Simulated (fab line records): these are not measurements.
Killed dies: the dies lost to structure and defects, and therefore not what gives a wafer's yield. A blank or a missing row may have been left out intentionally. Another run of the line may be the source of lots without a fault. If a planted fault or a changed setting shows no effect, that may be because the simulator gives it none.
Split-lot study | flow gf180mcu | route with 602 steps; 5 lots, 23 wafers read

## ON THE SPLIT
At GF_M3_SPUTTER_01 (material TiN, target thk 30 nm, time 25 s), the setting power w was moved away from the recipe's 6500 W on 8 of the 23 wafers read, by -7.2% to +7.0%. All remaining wafers had this setting at the recipe value.

The reading is taken at the split's own step.

## THE READING
TiN_of_M3_SPUTTER_01.thk nm (the simulator's own value, which no gauge read), in nm, at GF_M3_SPUTTER_01 (material TiN, target thk 30 nm, time 25 s). The file does not state a usual value for it. Average 29.93 nm, standard deviation 0.3 nm, over the 15 wafers here run with the recipe.

wafer  | tool, chamber at the split | power w as run, W | against the recipe | TiN_of_M3_SPUTTER_01.thk nm, nm | against lot-mates on the recipe
L074.1 | pvd sputter-04, -          | 6500              | recipe             | 29.59                           | -
L074.3 | pvd sputter-04, -          | 6954              | +7.0%              | 31.99                           | +2.42
L074.4 | pvd sputter-04, -          | 6954              | +7.0%              | 31.77                           | +2.20
L074.5 | pvd sputter-04, -          | 6954              | +7.0%              | 32.14                           | +2.57
L074.6 | pvd sputter-04, -          | 6500              | recipe             | 29.55                           | -
L076.1 | pvd sputter-01, -          | 6500              | recipe             | 29.56                           | -
L076.2 | pvd sputter-01, -          | 6819              | +4.9%              | 30.99                           | +1.49
L076.4 | pvd sputter-01, -          | 6819              | +4.9%              | 31.4                            | +1.90
L076.5 | pvd sputter-01, -          | 6819              | +4.9%              | 31.17                           | +1.67
L076.6 | pvd sputter-01, -          | 6500              | recipe             | 29.44                           | -
L077.1 | pvd sputter-03, -          | 6500              | recipe             | 29.8                            | -
L077.2 | pvd sputter-03, -          | 6500              | recipe             | 29.75                           | -
L077.3 | pvd sputter-03, -          | 6500              | recipe             | 30.26                           | -
L077.4 | pvd sputter-03, -          | 6500              | recipe             | 29.77                           | -
L077.5 | pvd sputter-03, -          | 6500              | recipe             | 29.97                           | -
L079.1 | pvd sputter-03, -          | 6500              | recipe             | 30.1                            | -
L079.2 | pvd sputter-03, -          | 6500              | recipe             | 30.28                           | -
L079.5 | pvd sputter-03, -          | 6500              | recipe             | 30.19                           | -
L082.1 | pvd sputter-04, -          | 6035              | -7.2%              | 28.2                            | -2.01
L082.2 | pvd sputter-04, -          | 6500              | recipe             | 30.41                           | -
L082.4 | pvd sputter-04, -          | 6500              | recipe             | 30.06                           | -
L082.5 | pvd sputter-04, -          | 6035              | -7.2%              | 27.87                           | -2.34
L082.6 | pvd sputter-04, -          | 6500              | recipe             | 30.17                           | -

FIT RESULTS
A straight line over all 23 wafers: TiN_of_M3_SPUTTER_01.thk nm changes by +0.275 nm for each +1% of power w; r = +0.97; the points scatter about the line by 0.28 nm.
The same after taking each lot's own level away (the mean of its wafers on the recipe; 23 wafers): +0.328 nm for each +1%; r = +0.99; scatter 0.16 nm.
On that fit, the largest move of power w shifts the reading by 2.3 nm.
Measured against the standard deviation above, the lots' own levels, which go from 29.500 to 30.213 nm, span 2.4 times it.
Hence the slope depends on the lot-to-lot level, as the two fits are not the same.
Check: -2.42 nm against its lot-mates is what the line predicts for one of the wafers moved furthest among these (-7.2%) when that wafer is left out of the fit. It came out at -2.01 nm against them.

## FURTHER SPLITS ON THESE WAFERS
Other splits were also applied to these wafers ahead of the reading. Each is held against what the fit with the lots' levels taken away leaves over:
other split on the same wafers       | wafers away from the commonest value | r with TiN_of_M3_SPUTTER_01.thk nm (lot level and that fit taken away)
GF_V2_SPUTTER_21 chamber pressure pa | 18                                   | +0.02

## FILE'S OWN FIT
TiN_of_M3_SPUTTER_01.thk nm changes by +0.327 nm for each +1% of power w, r = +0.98.
